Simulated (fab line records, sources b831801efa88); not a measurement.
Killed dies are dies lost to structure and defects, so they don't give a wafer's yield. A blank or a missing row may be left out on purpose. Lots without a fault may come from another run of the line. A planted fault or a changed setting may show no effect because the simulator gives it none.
Which tool did it? | flow gf180mcu | 24 lots, 72 wafers sampled, at 5 steps of a route of 602

WHAT THE GAUGES READ, wafer by wafer
GF_STI_THK_MEAS_30.
lot  | measured    | on            | STI_OXIDATION_02_THK (nm)
L074 | day 2 06:29 | film_metro-04 | 10.19 10.00 10.15
L075 | day 2 10:36 | film_metro-04 | 9.81 9.80 9.86
L076 | day 2 16:32 | film_metro-01 | 10.38 10.32 10.48
L077 | day 3 02:02 | film_metro-01 | 10.07 9.86 10.03
L079 | day 3 09:44 | film_metro-02 | 10.10 10.13 10.21
L078 | day 3 09:45 | film_metro-04 | 9.80 10.07 10.04
L080 | day 3 14:05 | film_metro-04 | 10.06 10.23 10.16
L081 | day 3 22:38 | film_metro-01 | 10.24 10.34 10.45
L082 | day 4 03:08 | film_metro-01 | 9.57 9.38 9.52
L083 | day 4 07:46 | film_metro-02 | 10.19 10.36 10.05
L084 | day 4 10:35 | film_metro-01 | 9.95 9.75 9.96
L085 | day 4 13:43 | film_metro-01 | 9.88 9.94 10.07
L086 | day 4 21:20 | film_metro-04 | 9.90 9.94 9.91
L087 | day 5 01:55 | film_metro-01 | 9.96 9.94 9.88
L088 | day 5 06:56 | film_metro-02 | 9.80 9.64 9.84
L089 | day 5 10:53 | film_metro-02 | 10.19 10.04 10.16
L090 | day 5 18:12 | film_metro-02 | 9.95 9.90 9.93
L091 | day 5 22:23 | film_metro-04 | 10.22 10.05 10.12
L092 | day 6 02:59 | film_metro-04 | 9.80 9.86 9.98
L093 | day 6 09:34 | film_metro-01 | 10.12 10.16 10.20
L094 | day 6 14:47 | film_metro-04 | 9.99 10.18 10.05
L095 | day 6 18:53 | film_metro-01 | 10.18 9.93 9.82
L096 | day 6 23:06 | film_metro-02 | 9.85 9.87 9.76
L097 | day 7 07:41 | film_metro-02 | 9.90 9.94 9.96

GF_CONTACT_CD_MEAS_14: target cd 220 nm.
lot  | measured     | on        | cd_nm (nm)
L074 | day 16 04:11 | cd_sem-02 | 217.5 220.6 218.9
L075 | day 16 09:47 | cd_sem-02 | 218.4 218.8 220.1
L076 | day 16 18:14 | cd_sem-02 | 218.8 219.2 218.7
L077 | day 17 14:05 | cd_sem-01 | 218.3 218.5 218.5
L079 | day 18 02:44 | cd_sem-02 | 221.7 220.9 221.3
L078 | day 18 00:27 | cd_sem-02 | 219.1 217.0 218.2
L080 | day 18 07:49 | cd_sem-02 | 217.5 219.4 218.1
L081 | day 18 22:40 | cd_sem-01 | 218.2 217.9 217.4
L082 | day 19 08:46 | cd_sem-01 | 219.2 219.8 218.7
L083 | day 19 18:16 | cd_sem-02 | 219.9 220.4 221.2
L084 | day 19 21:50 | cd_sem-01 | 219.3 219.7 218.1
L085 | day 20 02:49 | cd_sem-02 | 221.8 221.1 222.8
L086 | day 20 15:56 | cd_sem-02 | 219.2 218.0 218.5
L087 | day 21 00:52 | cd_sem-01 | 217.5 216.8 217.7
L088 | day 21 10:37 | cd_sem-01 | 218.2 218.8 220.0
L089 | day 21 18:28 | cd_sem-01 | 218.6 218.4 220.1
L090 | day 22 02:10 | cd_sem-01 | 220.8 220.0 220.5
L091 | day 22 08:39 | cd_sem-02 | 221.6 221.4 220.8
L092 | day 22 16:24 | cd_sem-01 | 219.2 221.0 220.1
L093 | day 23 01:46 | cd_sem-01 | 223.6 224.3 224.6
L094 | day 23 07:43 | cd_sem-01 | 220.1 218.8 220.4
L095 | day 23 18:12 | cd_sem-02 | 217.7 219.9 218.2
L096 | day 23 21:47 | cd_sem-01 | 218.6 218.7 218.5
L097 | day 24 08:11 | cd_sem-01 | 220.3 219.6 219.0

GF_CONTACT_THK_MEAS_26: measures by xrf.
lot  | measured     | on            | CONTACT_W_THK (nm)
L074 | day 16 05:08 | film_metro-02 | 290 289 285
L075 | day 16 10:43 | film_metro-01 | 302 301 299
L076 | day 16 19:10 | film_metro-02 | 286 287 294
L077 | day 17 15:01 | film_metro-02 | 296 301 301
L079 | day 18 03:41 | film_metro-03 | 297 296 296
L078 | day 18 01:23 | film_metro-03 | 302 308 299
L080 | day 18 08:45 | film_metro-01 | 309 304 310
L081 | day 18 23:37 | film_metro-02 | 297 285 288
L082 | day 19 09:43 | film_metro-01 | 302 297 300
L083 | day 19 19:11 | film_metro-01 | 303 303 297
L084 | day 19 22:46 | film_metro-02 | 297 290 290
L085 | day 20 03:45 | film_metro-03 | 304 292 298
L086 | day 20 16:52 | film_metro-02 | 288 289 287
L087 | day 21 01:48 | film_metro-03 | 298 307 301
L088 | day 21 11:33 | film_metro-01 | 302 300 303
L089 | day 21 19:23 | film_metro-02 | 297 295 297
L090 | day 22 03:06 | film_metro-03 | 294 300 299
L091 | day 22 09:35 | film_metro-03 | 301 297 302
L092 | day 22 17:20 | film_metro-01 | 303 300 312
L093 | day 23 02:42 | film_metro-03 | 291 302 293
L094 | day 23 08:39 | film_metro-03 | 297 297 303
L095 | day 23 19:08 | film_metro-01 | 305 302 301
L096 | day 23 22:43 | film_metro-02 | 297 291 291
L097 | day 24 09:08 | film_metro-02 | 293 289 293

GF_V1_THK_MEAS_25: measures by xrf.
lot  | measured     | on            | V1_W_THK (nm)
L074 | day 18 05:45 | film_metro-04 | 337 338 333
L075 | day 18 12:14 | film_metro-02 | 331 332 339
L076 | day 18 20:43 | film_metro-01 | 350 347 346
L077 | day 19 17:06 | film_metro-02 | 337 336 335
L079 | day 20 08:11 | film_metro-04 | 341 343 339
L078 | day 20 04:31 | film_metro-04 | 338 340 339
L080 | day 20 12:55 | film_metro-04 | 330 334 332
L081 | day 21 02:58 | film_metro-04 | 340 338 339
L082 | day 21 13:46 | film_metro-04 | 352 350 340
L083 | day 21 22:10 | film_metro-02 | 338 341 337
L084 | day 22 02:43 | film_metro-01 | 347 354 357
L085 | day 22 06:47 | film_metro-01 | 347 341 340
L086 | day 22 20:03 | film_metro-04 | 341 336 338
L087 | day 23 04:18 | film_metro-02 | 341 339 339
L088 | day 23 13:28 | film_metro-04 | 345 349 348
L089 | day 23 20:27 | film_metro-04 | 342 336 341
L090 | day 24 03:07 | film_metro-02 | 339 341 346
L091 | day 24 09:01 | film_metro-01 | 346 345 348
L092 | day 25 01:44 | film_metro-01 | 355 355 348
L093 | day 25 04:10 | film_metro-02 | 341 336 341
L094 | day 25 07:16 | film_metro-02 | 336 334 332
L095 | day 25 16:34 | film_metro-01 | 354 358 352
L096 | day 25 20:38 | film_metro-04 | 335 340 339
L097 | day 26 07:30 | film_metro-02 | 352 347 349

WHICH TOOL RAN EACH LOT (tool, then ch and the chambers of the sampled wafers, then the start)
lot  | GF_V1_ETCH_16
L074 | rie_diel-01 ch 0,1,2, day 18 04:43
L075 | rie_diel-04 ch 0,1,2, day 18 11:13
L076 | rie_diel-01 ch 0,3, day 18 19:39
L077 | rie_diel-01 ch 0,3, day 19 16:04
L079 | rie_diel-04 ch 1,2, day 20 07:04
L078 | rie_diel-04 ch 0,2, day 20 03:10
L080 | rie_diel-01 ch 0,1, day 20 11:55
L081 | rie_diel-03 ch 0,1,2, day 21 01:57
L082 | rie_diel-01 ch 0,2,3, day 21 12:43
L083 | rie_diel-03 ch 0,1,2, day 21 21:09
L084 | rie_diel-01 ch 0,1, day 22 01:40
L085 | rie_diel-03 ch 0,2,3, day 22 05:46
L086 | rie_diel-01 ch 0,1,3, day 22 19:03
L087 | rie_diel-01 ch 0,3, day 23 02:58
L088 | rie_diel-04 ch 0,3, day 23 12:27
L089 | rie_diel-03 ch 2,3, day 23 19:25
L090 | rie_diel-01 ch 1,2,3, day 24 02:07
L091 | rie_diel-03 ch 0,3, day 24 08:00
L092 | rie_diel-03 ch 0,1,3, day 25 00:39
L093 | rie_diel-01 ch 0,1,2, day 25 02:49
L094 | rie_diel-03 ch 0,1,2, day 25 06:16
L095 | rie_diel-03 ch 0,3, day 25 15:34
L096 | rie_diel-01 ch 1,2,3, day 25 19:37
L097 | rie_diel-03 ch 0,1, day 26 06:28
- GF_V1_ETCH_16: etches BARC in N2/H2.

WHAT THE TOOLS THEMSELVES READ (means of the sampled wafers that have a number; where no wafer has one, the mark that the record gives instead)
GF_V1_ETCH_16.
lot  | tool        | drypump_motor_current_A (A) | oes_product_au (a.u.) | throttle_valve_pct (%)
L074 | rie_diel-01 | 6.0                         | 0.854                 | 13.228
L075 | rie_diel-04 | 5.9                         | 0.851                 | 13.230
L076 | rie_diel-01 | 5.1                         | 0.851                 | 13.222
L077 | rie_diel-01 | 5.1                         | 0.848                 | 13.226
L079 | rie_diel-04 | 5.4                         | 0.855                 | 13.220
L078 | rie_diel-04 | 6.2                         | 0.857                 | 13.224
L080 | rie_diel-01 | 6.2                         | 0.850                 | 13.232
L081 | rie_diel-03 | 5.9                         | 0.859                 | 13.212
L082 | rie_diel-01 | 5.4                         | 0.859                 | 13.232
L083 | rie_diel-03 | 5.9                         | 0.855                 | 13.232
L084 | rie_diel-01 | 6.1                         | 0.854                 | 13.226
L085 | rie_diel-03 | 5.5                         | 0.859                 | 13.223
L086 | rie_diel-01 | 5.7                         | 0.856                 | 13.221
L087 | rie_diel-01 | 5.6                         | 0.855                 | 13.225
L088 | rie_diel-04 | 6.4                         | 0.856                 | 13.219
L089 | rie_diel-03 | 5.9                         | 0.862                 | 13.226
L090 | rie_diel-01 | 5.6                         | 0.860                 | 13.219
L091 | rie_diel-03 | 5.1                         | 0.855                 | 13.225
L092 | rie_diel-03 | 5.4                         | 0.852                 | 13.226
L093 | rie_diel-01 | 6.0                         | 0.856                 | 13.227
L094 | rie_diel-03 | 5.9                         | 0.854                 | 13.231
L095 | rie_diel-03 | 5.1                         | 0.857                 | 13.233
L096 | rie_diel-01 | 5.6                         | 0.854                 | 13.220
L097 | rie_diel-03 | 5.4                         | 0.852                 | 13.231

THE ANSWER, worked out from the rows above alone
Rule: what is usual is taken from the lots themselves. Put in order of their means at a reading, lots are off if they are a third of the lots or fewer, leave a main group of 4 or more, and stand apart from it by a gap of 3 or more times the standard deviation of the main group's means; of several such gaps the widest counts. A main group whose means are all the same, to the digits that the tables above print for the reading, isn't used. A lot without any number at a reading at which 4 lots or more have one is off too. The other lots that the step has rows for count as sound. The gauges are gone through in route order, then the tools' own readings, and for those a lot's mean is taken as printed above. The first step at which some lot is off is used, and at that step the reading that is off furthest; a lot without a number counts as furthest.
No lot is off at any reading shown: from this, nothing can be told.

WHAT THE SIMULATOR HAD PUT IN
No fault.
